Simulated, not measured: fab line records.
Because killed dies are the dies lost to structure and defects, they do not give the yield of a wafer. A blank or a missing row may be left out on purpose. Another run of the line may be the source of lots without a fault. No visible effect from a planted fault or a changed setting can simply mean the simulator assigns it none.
fab line records + flow sky130
[record]
- lots = 6
- wafers = 18
- lastDay = 50
route steps=708 shown LOCAL_INTERCONNECT@389 PAD_OPEN@708
lots that met no fault: from a run of the same line without faults
startH: hours from the record's opening day to when the first of the lot's shown wafers began + waitH: time in hours since the lot's previous step + " identical to the entry in the row above + L1.1+2: one row covering several wafers at once + - no value present, or no start provided + * or withheld: withheld + < > ~ a bound
route shown NAME@n: a module of which the file shows steps, and the number in the route of the first + usual: mean/standard deviation taken from wafers without a fault + same: alike in all rows + chamber/n: place in a boat + sites: per-site readings + _std_site: their standard deviation + _edge_site: mean of outer sites minus mean of inner sites + radiusMm: for every site, how far away it sits from the centre of the wafer + mask NAME#n: copy n + behind: the tool/chamber that last shaped the wafer + hold: why the lot went on hold/how many hours it stayed there/how the hold came to an end + device: whichever transistor did not switch (one of n, p or np) + end of line: the tests these same wafers got at the end of their route + for a step that has no rows: nothing shown but its recipe + killed: dies lost to structure and defects at the first sort, not the wafer's yield + map: the dies of a wafer, with x for killed, . for not killed, _ for no die there
set.NAME: the setting that was run; set.NAME@STEP: the one run at that earlier step + model.NAME: the simulator's own value behind a step, which no gauge read
lots at selected steps of the route; one table per step, one row per wafer
services: when a tool's chamber went out of use (startH, in hours from the record's first day, below 0 if earlier), for how many hours, and the reason
[[steps]]
[step SKY_LOCAL_INTERCONNECT_THK_MEAS_02]
[recipe]
- thkMeasGauge = xrf
- reads = TiN_of_LOCAL_INTERCONNECT_SPUTTER_00
[usual]
- LOCAL_INTERCONNECT_TIN_THK = 101.7/1.2
| lot.wafer | tool         | chamber | startH | waitH | LOCAL_INTERCONNECT_TIN_THK[nm] |
|-----------|--------------|---------|--------|-------|--------------------------------|
| L584.1    | filmMetro-04 | -       | 732.45 | 0.1   | 102.5                          |
| L584.5    | "            | -       | "      | "     | 103.4                          |
| L584.6    | "            | -       | "      | "     | 102.4                          |
| L587.4    | filmMetro-04 | -       | 756.31 | 0.1   | 101.5                          |
| L587.5    | "            | -       | "      | "     | 102.3                          |
| L587.6    | "            | -       | "      | "     | 101.8                          |
| L589.1    | filmMetro-04 | -       | 767.65 | 0.1   | 102.9                          |
| L589.3    | "            | -       | "      | "     | 102.1                          |
| L589.4    | "            | -       | "      | "     | 102.4                          |
| L590.1    | filmMetro-01 | -       | 784.70 | 0.1   | 102.3                          |
| L590.2    | "            | -       | "      | "     | 102.0                          |
| L590.3    | "            | -       | "      | "     | 103.0                          |
| L592.1    | filmMetro-03 | -       | 803.20 | 0.1   | 102.0                          |
| L592.3    | "            | -       | "      | "     | 101.3                          |
| L592.5    | "            | -       | "      | "     | 101.4                          |
| L601.1    | filmMetro-03 | -       | 855.93 | 0.1   | 100.8                          |
| L601.4    | "            | -       | "      | "     | 100.7                          |
| L601.6    | "            | -       | "      | "     | 100.1                          |
[step SKY_LOCAL_INTERCONNECT_DEHYDRATE_03]
[recipe]
- tempC = 200
- timeS = 60
[step SKY_LOCAL_INTERCONNECT_HMDS_04]
[recipe]
- primeTimeS = 60
- primeTempC = 120
[step SKY_LOCAL_INTERCONNECT_COAT_05]
[recipe]
- resist = BARC
- tempC = withheld
- timeS = withheld
- spinRpm = 3000
- resistThkNm = 60
[step SKY_LOCAL_INTERCONNECT_COAT_06]
[recipe]
- resist = KrF-thick
- spinRpm = 3000
- resistThkNm = 450
[step SKY_LOCAL_INTERCONNECT_SOFTBAKE_07]
[recipe]
- tempC = 100
- timeS = 90
- resist = KrF-thick
[step SKY_LOCAL_INTERCONNECT_EXPOSE_08]
[recipe]
- maskId = LI1M
- na = 0.8
- sourceShape = annular
- sigmaInner = 0.55
- sigmaOuter = 0.85
- targetCdNm = 170
- doseMj = 28
[step SKY_LOCAL_INTERCONNECT_PEB_09]
[recipe]
- pebTempC = withheld
- pebTimeS = withheld
- resist = KrF-thick
[step SKY_LOCAL_INTERCONNECT_DEVELOP_10]
[recipe]
- developTimeS = 60
- resist = KrF-thick
- devTempC = 21
[step SKY_LOCAL_INTERCONNECT_CD_MEAS_11]
[recipe]
- targetCdNm = 170
[usual]
- cdNm = 169.9/1.4
| lot.wafer | tool     | chamber | startH | waitH | cdNm  |
|-----------|----------|---------|--------|-------|-------|
| L584.1    | cdSem-01 | -       | 759.38 | -     | 172.3 |
| L584.5    | "        | -       | "      | "     | 170.4 |
| L584.6    | "        | -       | "      | "     | 171.4 |
| L587.4    | cdSem-02 | -       | 782.54 | -     | 169.4 |
| L587.5    | "        | -       | "      | "     | 169.7 |
| L587.6    | "        | -       | "      | "     | 169.7 |
| L589.1    | cdSem-02 | -       | 794.08 | -     | 171.2 |
| L589.3    | "        | -       | "      | "     | 171.4 |
| L589.4    | "        | -       | "      | "     | 171.4 |
| L590.1    | cdSem-01 | -       | 811.83 | -     | 171.0 |
| L590.2    | "        | -       | "      | "     | 170.7 |
| L590.3    | "        | -       | "      | "     | 170.1 |
| L592.1    | cdSem-02 | -       | 829.28 | -     | 169.4 |
| L592.3    | "        | -       | "      | "     | 168.5 |
| L592.5    | "        | -       | "      | "     | 169.8 |
| L601.1    | cdSem-01 | -       | 881.78 | -     | 167.2 |
| L601.4    | "        | -       | "      | "     | 169.0 |
| L601.6    | "        | -       | "      | "     | 167.8 |
[step SKY_LOCAL_INTERCONNECT_OVL_MEAS_12]
[usual]
- LOCAL_INTERCONNECT_OVL = 2/7.3
| lot.wafer | tool       | chamber | startH | waitH | LOCAL_INTERCONNECT_OVL[nm] |
|-----------|------------|---------|--------|-------|----------------------------|
| L584.1    | overlay-02 | -       | 759.50 | 0.1   | -11                        |
| L584.5    | "          | -       | "      | "     | -8                         |
| L584.6    | "          | -       | "      | "     | -9                         |
| L587.4    | overlay-01 | -       | 782.62 | 0.1   | 5                          |
| L587.5    | "          | -       | "      | "     | 4                          |
| L587.6    | "          | -       | "      | "     | 4                          |
| L589.1    | overlay-02 | -       | 794.20 | 0.1   | 2                          |
| L589.3    | "          | -       | "      | "     | 7                          |
| L589.4    | "          | -       | "      | "     | -2                         |
| L590.1    | overlay-02 | -       | 811.95 | 0.1   | -8                         |
| L590.2    | "          | -       | "      | "     | -5                         |
| L590.3    | "          | -       | "      | "     | -9                         |
| L592.1    | overlay-02 | -       | 829.40 | 0.1   | 12                         |
| L592.3    | "          | -       | "      | "     | 13                         |
| L592.5    | "          | -       | "      | "     | 7                          |
| L601.1    | overlay-02 | -       | 881.90 | 0.1   | -4                         |
| L601.4    | "          | -       | "      | "     | 0                          |
| L601.6    | "          | -       | "      | "     | 1                          |
[step SKY_LOCAL_INTERCONNECT_ETCH_13]
[recipe]
- chemistry = N2/H2
- target = BARC
- ionEnergyEv = 204.9
- biasW = 100
- pressureMtorr = 30
- n2FlowSccm = 100
- h2FlowSccm = 200
- icpW = 500
- stopOn = SiO2
- timeS = 45.9
- targetDepthA = 600
[usual]
- biasW = 100.03/0.28
- chamberPressureMTorr = 30.000/0.028
- drypumpMotorCurrentA = 5.3/0.42
- oesProductAu = 0.855/0.0045
- throttleValvePct = 13.225/0.0091
| lot.wafer | tool        | chamber | startH | waitH | biasW  | chamberPressureMTorr | drypumpMotorCurrentA | oesProductAu | rfHoursCounterH | throttleValvePct |
|-----------|-------------|---------|--------|-------|--------|----------------------|----------------------|--------------|-----------------|------------------|
| L584.1    | rieMetal-01 | 1       | 759.54 | 0.0   | 100.60 | 29.963               | 5.1                  | 0.851        | 1               | 13.223           |
| L584.5    | "           | 1       | "      | "     | 100.29 | 29.974               | 5.1                  | 0.849        | -               | 13.219           |
| L584.6    | "           | 0       | "      | "     | 100.32 | 29.999               | 5.6                  | 0.850        | -               | 13.227           |
| L587.4    | rieMetal-01 | 0       | 782.66 | 0.0   | 100.03 | 29.937               | 5.6                  | 0.852        | -               | 13.211           |
| L587.5    | "           | 0       | "      | "     | 100.43 | 29.978               | 5.6                  | 0.854        | -               | 13.226           |
| L587.6    | "           | 1       | "      | "     | 99.83  | 29.976               | 5.1                  | 0.855        | -               | 13.238           |
| L589.1    | rieMetal-01 | 0       | 794.24 | 0.0   | 100.67 | 29.996               | 5.6                  | 0.856        | 7               | 13.239           |
| L589.3    | "           | 0       | "      | "     | 100.13 | 30.014               | 5.6                  | 0.854        | -               | 13.231           |
| L589.4    | "           | 1       | "      | "     | 99.93  | 29.986               | 5.1                  | 0.853        | -               | 13.235           |
| L590.1    | rieMetal-03 | 0       | 811.99 | 0.0   | 99.90  | 29.996               | 5.8                  | 0.858        | 10              | 13.220           |
| L590.2    | "           | 1       | "      | "     | 99.54  | 30.000               | 5.2                  | 0.853        | 13              | 13.208           |
| L590.3    | "           | 0       | "      | "     | 100.23 | 30.007               | 5.8                  | 0.851        | -               | 13.222           |
| L592.1    | rieMetal-02 | 1       | 829.44 | 0.0   | 100.02 | 29.981               | 4.7                  | 0.850        | 4               | 13.219           |
| L592.3    | "           | 1       | "      | "     | 100.27 | 29.964               | 4.7                  | 0.854        | -               | 13.211           |
| L592.5    | "           | 1       | "      | "     | 100.18 | 30.040               | 4.7                  | 0.855        | -               | 13.227           |
| L601.1    | rieMetal-01 | 1       | 881.94 | 0.0   | 99.91  | 30.038               | 5.1                  | 0.848        | 7               | 13.209           |
| L601.4    | "           | 1       | "      | "     | 100.13 | 29.993               | 5.1                  | 0.847        | -               | 13.233           |
| L601.6    | "           | 0       | "      | "     | 100.11 | 30.001               | 5.6                  | 0.850        | -               | 13.224           |
[step SKY_LOCAL_INTERCONNECT_METAL_ETCH_14]
[recipe]
- targetDepthNm = 110
- stopOn = PSG
- chemistry = Cl2/BCl3
- target = TiN
- resistSidewallDeg = 88
- pressureMtorr = 10
- icpW = 900
- biasW = 48.5
- Cl2_flow_sccm = 60
- bcl3FlowSccm = 30
- timeS = 31.4
[usual]
- bcl3FlowSccm = 30.00/0.088
- biasW = 48.47/0.16
- drypumpMotorCurrentA = 5.3/0.42
- oesProductAu = 0.945/0.008
- throttleValvePct = 21.898/0.009
| lot.wafer | tool        | chamber | startH | waitH | bcl3FlowSccm | biasW | drypumpMotorCurrentA | oesProductAu | rfHoursCounterH | throttleValvePct | model.KrF-thick_of_LOCAL_INTERCONNECT_COAT_06.thkNm |
|-----------|-------------|---------|--------|-------|--------------|-------|----------------------|--------------|-----------------|------------------|-----------------------------------------------------|
| L584.1    | rieMetal-01 | 1       | 759.60 | 0.0   | 30.12        | 48.70 | 5.1                  | 0.944        | 1               | 21.906           | 350.9                                               |
| L584.5    | "           | 1       | "      | "     | 30.12        | 48.69 | 5.1                  | 0.955        | -               | 21.894           | 350.3                                               |
| L584.6    | "           | 0       | "      | "     | 30.00        | 48.69 | 5.6                  | 0.953        | -               | 21.897           | 347.7                                               |
| L587.4    | rieMetal-01 | 0       | 782.72 | 0.0   | 29.89        | 48.47 | 5.6                  | 0.943        | -               | 21.906           | 346.5                                               |
| L587.5    | "           | 0       | "      | "     | 30.00        | 48.39 | 5.6                  | 0.945        | -               | 21.904           | 344.9                                               |
| L587.6    | "           | 1       | "      | "     | 29.99        | 48.46 | 5.0                  | 0.941        | -               | 21.901           | 347.7                                               |
| L589.1    | rieMetal-01 | 0       | 794.30 | 0.0   | -            | -     | -                    | -            | -               | -                | 392.9                                               |
| L589.3    | "           | 0       | "      | "     | -            | -     | -                    | -            | -               | -                | 392.6                                               |
| L589.4    | "           | 1       | "      | "     | -            | -     | -                    | -            | -               | -                | 393.4                                               |
| L590.1    | rieMetal-03 | 0       | 812.05 | 0.0   | -            | -     | -                    | -            | -               | -                | 390                                                 |
| L590.2    | "           | 1       | "      | "     | -            | -     | -                    | -            | -               | -                | 391.6                                               |
| L590.3    | "           | 0       | "      | "     | -            | -     | -                    | -            | -               | -                | 390.7                                               |
| L592.1    | rieMetal-02 | 1       | 829.56 | 0.1   | 30.10        | 48.37 | 4.7                  | 0.944        | 4               | 21.887           | 349.5                                               |
| L592.3    | "           | 1       | "      | "     | 30.04        | 48.27 | 4.7                  | 0.937        | -               | 21.920           | 349.8                                               |
| L592.5    | "           | 1       | "      | "     | 30.04        | 48.33 | 4.7                  | 0.942        | -               | 21.896           | 350                                                 |
| L601.1    | rieMetal-01 | 1       | 882.00 | 0.0   | 30.02        | 48.58 | 5.1                  | 0.952        | 7               | 21.893           | 350.9                                               |
| L601.4    | "           | 1       | "      | "     | 30.02        | 48.36 | 5.1                  | 0.942        | -               | 21.908           | 351.4                                               |
| L601.6    | "           | 0       | "      | "     | 29.99        | 48.26 | 5.6                  | 0.943        | -               | 21.878           | 348.1                                               |
[step SKY_LOCAL_INTERCONNECT_STRIP_15]
[recipe]
- chemistry = O2/N2
- powerW = 1400
- pressureMtorr = 1500
- platenTempC = withheld
- o2FlowSccm = 3000
- n2FlowSccm = 300
- overashFraction = 0.5
[usual]
- drypumpMotorCurrentA = 5.6/0.41
- oesProductAu = 0.427/0.0049
- stripTimeToEndpointS = 4.722/0.021
| lot.wafer | tool           | chamber | startH | waitH | drypumpMotorCurrentA | oesProductAu | rfHoursCounterH | stripTimeToEndpointS |
|-----------|----------------|---------|--------|-------|----------------------|--------------|-----------------|----------------------|
| L584.1    | plasmaAsher-03 | 1       | 759.65 | 0.0   | 5.6                  | 0.429        | 65              | 4.735                |
| L584.5    | "              | 0       | "      | "     | 5.3                  | 0.424        | -               | 4.733                |
| L584.6    | "              | 1       | "      | "     | 5.5                  | 0.425        | -               | 4.705                |
| L587.4    | plasmaAsher-04 | 0       | 782.78 | 0.1   | 5.1                  | 0.431        | -               | 4.700                |
| L587.5    | "              | 1       | "      | "     | 6.3                  | 0.433        | -               | 4.667                |
| L587.6    | "              | 0       | "      | "     | 5.1                  | 0.433        | -               | 4.730                |
| L589.1    | plasmaAsher-03 | 1       | 794.35 | 0.0   | 5.5                  | 0.444        | 68              | 5.193                |
| L589.3    | "              | 0       | "      | "     | 5.3                  | 0.436        | -               | 5.216                |
| L589.4    | "              | 1       | "      | "     | 5.5                  | 0.447        | -               | 5.203                |
| L590.1    | plasmaAsher-01 | 0       | 812.10 | 0.0   | 5.5                  | 0.452        | 38              | 5.165                |
| L590.2    | "              | 1       | "      | "     | 6.1                  | 0.447        | 38              | 5.206                |
| L590.3    | "              | 1       | "      | "     | 6.2                  | 0.449        | -               | 5.154                |
| L592.1    | plasmaAsher-03 | 1       | 829.66 | 0.1   | 5.5                  | 0.424        | 72              | 4.737                |
| L592.3    | "              | 0       | "      | "     | 5.3                  | 0.424        | -               | 4.756                |
| L592.5    | "              | 1       | "      | "     | 5.5                  | 0.428        | -               | 4.748                |
| L601.1    | plasmaAsher-04 | 1       | 882.05 | 0.0   | 6.3                  | 0.426        | 110             | 4.741                |
| L601.4    | "              | 1       | "      | "     | 6.3                  | 0.432        | -               | 4.757                |
| L601.6    | "              | 0       | "      | "     | 5.1                  | 0.414        | -               | 4.705                |
[step SKY_LOCAL_INTERCONNECT_STRIP_16]
[recipe]
- chemistry = postEtchResidueRemover
- timeS = 1200
- tempC = 72.5
[step SKY_PAD_OPEN_PROBE_99]
[usual]
- killed_at_M0_to_M3 = 44/6.3
- killed_at_M4_up = 3.1/1.8
- killedAtContacts = 25/5.1
- killedAtFrontEnd = 15/4.1
- killedAtOther = 0.3/0.71
- killedDies = 87/8.8
- killedOnRim = 17/3.7
- killedOpen = 47/6.8
- killedShort = 40/6.7
[same]
- grossDies = 492
- killedAtBackSide = 0
| lot.wafer | tool      | chamber | startH  | waitH | killed_at_M0_to_M3 | killed_at_M4_up | killedAtContacts | killedAtFrontEnd | killedAtOther | killedDies | killedOnRim | killedOpen | killedShort |
|-----------|-----------|---------|---------|-------|--------------------|-----------------|------------------|------------------|---------------|------------|-------------|------------|-------------|
| L584.1    | prober-02 | -       | 1116.90 | 0.1   | 57                 | 3               | 22               | 17               | 0             | 99         | 17          | 53         | 46          |
| L584.5    | prober-02 | -       | 1117.10 | 0.2   | 34                 | 6               | 26               | 13               | 4             | 83         | 17          | 48         | 31          |
| L584.6    | prober-02 | -       | 1117.15 | 0.2   | 47                 | 3               | 22               | 7                | 1             | 80         | 18          | 42         | 37          |
| L589.1    | prober-01 | -       | 1143.59 | 0.1   | 41                 | 3               | 434              | 14               | 0             | 492        | 96          | 54         | 31          |
| L589.3    | prober-01 | -       | 1143.69 | 0.2   | 36                 | 2               | 438              | 16               | 0             | 492        | 96          | 44         | 40          |
| L589.4    | prober-01 | -       | 1143.74 | 0.2   | 42                 | 4               | 434              | 12               | 0             | 492        | 96          | 45         | 29          |
| L590.1    | prober-02 | -       | 1154.85 | 0.1   | 51                 | 3               | 422              | 16               | 0             | 492        | 96          | 48         | 47          |
| L590.2    | prober-02 | -       | 1154.90 | 0.1   | 46                 | 3               | 428              | 15               | 0             | 492        | 96          | 57         | 33          |
| L590.3    | prober-02 | -       | 1154.95 | 0.2   | 49                 | 2               | 424              | 17               | 0             | 492        | 96          | 44         | 43          |
| L601.1    | prober-01 | -       | 1202.74 | 0.1   | 46                 | 4               | 17               | 13               | 0             | 80         | 16          | 43         | 37          |
| L601.4    | prober-01 | -       | 1202.89 | 0.2   | 40                 | 5               | 25               | 10               | 0             | 80         | 12          | 41         | 39          |
| L601.6    | prober-01 | -       | 1202.99 | 0.2   | 49                 | 4               | 16               | 15               | 0             | 84         | 15          | 47         | 37          |
// killed by level:class
L584.1 VIA1:geometricParticle:open=10 VIA2:geometricParticle:open=9 VIA3:geometricParticle:open=9 LI_CONTACT:geometricParticle:open=6 LOCAL_INTERCONNECT:geometricParticle:short=6 POLY_GATE:geometricParticle:open=5 METAL1:geometricParticle:short=5 CONTACT:geometricParticle:open=5
L584.5 VIA3:geometricParticle:open=12 VIA1:geometricParticle:open=9 CONTACT:geometricParticle:short=7 FIELD_ISO:geometricParticle:open=6 LI_CONTACT:geometricParticle:open=6 LOCAL_INTERCONNECT:geometricParticle:short=6 CONTACT:geometricParticle:open=5 METAL4:geometricParticle:short=4
L584.6 VIA1:geometricParticle:open=8 CONTACT:geometricParticle:open=7 METAL1:geometricParticle:short=7 VIA3:geometricParticle:open=7 LI_CONTACT:geometricParticle:open=6 VIA3:geometricParticle:short=5 LOCAL_INTERCONNECT:geometricParticle:short=4 CONTACT:geometricParticle:short=4
L589.1 LOCAL_INTERCONNECT:areaEtch=407 LI_CONTACT:geometricParticle:open=12 VIA2:geometricParticle:open=10 FIELD_ISO:geometricParticle:open=9 VIA1:geometricParticle:open=7 CONTACT:geometricParticle:open=6 VIA2:geometricParticle:short=6 VIA3:geometricParticle:open=5
L589.3 LOCAL_INTERCONNECT:areaEtch=408 LI_CONTACT:geometricParticle:open=11 CONTACT:geometricParticle:open=11 VIA1:geometricParticle:open=7 METAL2:geometricParticle:short=7 FIELD_ISO:geometricParticle:open=5 METAL1:geometricParticle:short=5 VIA1:geometricParticle:short=5
L589.4 LOCAL_INTERCONNECT:areaEtch=418 VIA1:geometricParticle:open=12 CONTACT:geometricParticle:open=6 VIA3:geometricParticle:open=6 VIA2:geometricParticle:short=5 FIELD_ISO:geometricParticle:open=4 METAL4:geometricParticle:short=4 METAL1:geometricParticle:short=4
L590.1 LOCAL_INTERCONNECT:areaEtch=397 VIA1:geometricParticle:open=15 VIA1:geometricParticle:short=10 LI_CONTACT:geometricParticle:open=9 POLY_GATE:geometricParticle:short=8 CONTACT:geometricParticle:open=8 METAL1:geometricParticle:short=6 VIA2:geometricParticle:open=6
L590.2 LOCAL_INTERCONNECT:areaEtch=402 CONTACT:geometricParticle:open=13 VIA1:geometricParticle:open=12 LI_CONTACT:geometricParticle:open=9 METAL2:geometricParticle:short=9 VIA3:geometricParticle:open=9 METAL1:geometricParticle:short=6 FIELD_ISO:geometricParticle:open=5
L590.3 LOCAL_INTERCONNECT:areaEtch=405 VIA1:geometricParticle:open=11 FIELD_ISO:geometricParticle:short=7 METAL2:geometricParticle:short=7 VIA2:geometricParticle:open=6 VIA3:geometricParticle:open=6 LI_CONTACT:geometricParticle:open=5 LI_CONTACT:geometricParticle:short=4
L601.1 VIA1:geometricParticle:open=10 CONTACT:geometricParticle:open=7 VIA3:geometricParticle:open=6 METAL1:geometricParticle:short=5 FIELD_ISO:geometricParticle:open=4 LI_CONTACT:geometricParticle:open=4 METAL2:geometricParticle:short=4 LOCAL_INTERCONNECT:geometricParticle:short=4
L601.4 VIA1:geometricParticle:open=10 CONTACT:geometricParticle:open=8 LI_CONTACT:geometricParticle:open=6 METAL3:geometricParticle:short=6 METAL1:geometricParticle:short=5 LOCAL_INTERCONNECT:geometricParticle:short=5 METAL4:geometricParticle:short=5 FIELD_ISO:geometricParticle:open=4
L601.6 VIA1:geometricParticle:open=14 VIA1:geometricParticle:short=8 VIA3:geometricParticle:open=8 METAL1:geometricParticle:short=7 POLY_GATE:geometricParticle:open=6 CONTACT:geometricParticle:open=5 VIA2:geometricParticle:open=4 POLY_GATE:geometricParticle:short=4
// map L589.1 (x killed, . not)
__________xxxxxxxxxx_________
________xxxxxxxxxxxxxx_______
______xxxxxxxxxxxxxxxxxx_____
_____xxxxxxxxxxxxxxxxxxxx____
____xxxxxxxxxxxxxxxxxxxxxx___
___xxxxxxxxxxxxxxxxxxxxxxxx__
__xxxxxxxxxxxxxxxxxxxxxxxxxx_
_xxxxxxxxxxxxxxxxxxxxxxxxxxxx
_xxxxxxxxxxxxxxxxxxxxxxxxxxxx
_xxxxxxxxxxxxxxxxxxxxxxxxxxxx
_xxxxxxxxxxxxxxxxxxxxxxxxxxxx
_xxxxxxxxxxxxxxxxxxxxxxxxxxxx
_xxxxxxxxxxxxxxxxxxxxxxxxxxxx
_xxxxxxxxxxxxxxxxxxxxxxxxxxxx
_xxxxxxxxxxxxxxxxxxxxxxxxxxxx
__xxxxxxxxxxxxxxxxxxxxxxxxxx_
___xxxxxxxxxxxxxxxxxxxxxxxx__
____xxxxxxxxxxxxxxxxxxxxxx___
_____xxxxxxxxxxxxxxxxxxxx____
______xxxxxxxxxxxxxxxxxx_____
________xxxxxxxxxxxxxx_______
__________xxxxxxxxxx_________
// map L590.1 (x killed, . not)
__________xxxxxxxxxx_________
________xxxxxxxxxxxxxx_______
______xxxxxxxxxxxxxxxxxx_____
_____xxxxxxxxxxxxxxxxxxxx____
____xxxxxxxxxxxxxxxxxxxxxx___
___xxxxxxxxxxxxxxxxxxxxxxxx__
__xxxxxxxxxxxxxxxxxxxxxxxxxx_
_xxxxxxxxxxxxxxxxxxxxxxxxxxxx
_xxxxxxxxxxxxxxxxxxxxxxxxxxxx
_xxxxxxxxxxxxxxxxxxxxxxxxxxxx
_xxxxxxxxxxxxxxxxxxxxxxxxxxxx
_xxxxxxxxxxxxxxxxxxxxxxxxxxxx
_xxxxxxxxxxxxxxxxxxxxxxxxxxxx
_xxxxxxxxxxxxxxxxxxxxxxxxxxxx
_xxxxxxxxxxxxxxxxxxxxxxxxxxxx
__xxxxxxxxxxxxxxxxxxxxxxxxxx_
___xxxxxxxxxxxxxxxxxxxxxxxx__
____xxxxxxxxxxxxxxxxxxxxxx___
_____xxxxxxxxxxxxxxxxxxxx____
______xxxxxxxxxxxxxxxxxx_____
________xxxxxxxxxxxxxx_______
__________xxxxxxxxxx_________
[[services]]
| tool           | chamber | startH | hours | kind          |
|----------------|---------|--------|-------|---------------|
| rieMetal-02    | 0       | 746.36 | 12.7  | repair        |
| rieMetal-03    | -       | 787.59 | 2.8   | pm            |
| plasmaAsher-03 | -       | 817.15 | 2.2   | repair        |
| rieMetal-02    | 0       | 824.29 | -     | clean         |
| rieMetal-02    | 0       | 824.29 | 25.0  | scheduledDown |
| rieMetal-02    | 0       | 824.29 | 25.0  | ventCycle     |
| plasmaAsher-01 | -       | 825.64 | 5.8   | repair        |
| plasmaAsher-04 | -       | 868.70 | 3.2   | repair        |
[[key]]
[firstSign]
- step = SKY_LOCAL_INTERCONNECT_METAL_ETCH_14
- reading = toolRecord
- direction = missing
[effect]
- step = SKY_LOCAL_INTERCONNECT_STRIP_15
- reading = stripTimeToEndpointS
- direction = up
- sigmas = 22
- usual = *
- struck = *
[effect]
- step = SKY_PAD_OPEN_PROBE_99
- reading = killedAtContacts
- direction = up
- sigmas = 80
- usual = 25
- struck = 430
[modelEffect]
- step = SKY_LOCAL_INTERCONNECT_METAL_ETCH_14
- value = KrF-thick_of_LOCAL_INTERCONNECT_COAT_06.thkNm
- without = 347.8
- struck = 391.8
[moreKillsBornAt]
- SKY_LOCAL_INTERCONNECT_METAL_ETCH_14@rieMetal-01 = 1233
- SKY_LOCAL_INTERCONNECT_METAL_ETCH_14@rieMetal-03 = 1204
metAt SKY_LOCAL_INTERCONNECT_METAL_ETCH_14
struckWafers L589.1,L589.3,L589.4,L590.1,L590.2,L590.3
laterRowsLeftOut L589.1,L589.3,L589.4,L590.1,L590.2,L590.3
testerLeftOut L589,L590
onsetBetween 782.72 794.30
[fault]
- kind = skippedStepWhole
- tool = rieMetal-01,rieMetal-03
- chamber = -
- onsetH = 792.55
- steps = SKY_LOCAL_INTERCONNECT_METAL_ETCH_14
- scope = struckLotsOnly
// testerLeftOut: of these lots the tester's yield and bins aren't shown, on N5 and GAA mostly nor the transistor test; their killed dies are dies lost to structure and defects alone, not to doping, threshold or leakage, so they don't give the yield
// laterRowsLeftOut: the simulator's readings of these wafers behind a module that went badly wrong aren't trusted and aren't shown, but for the sort
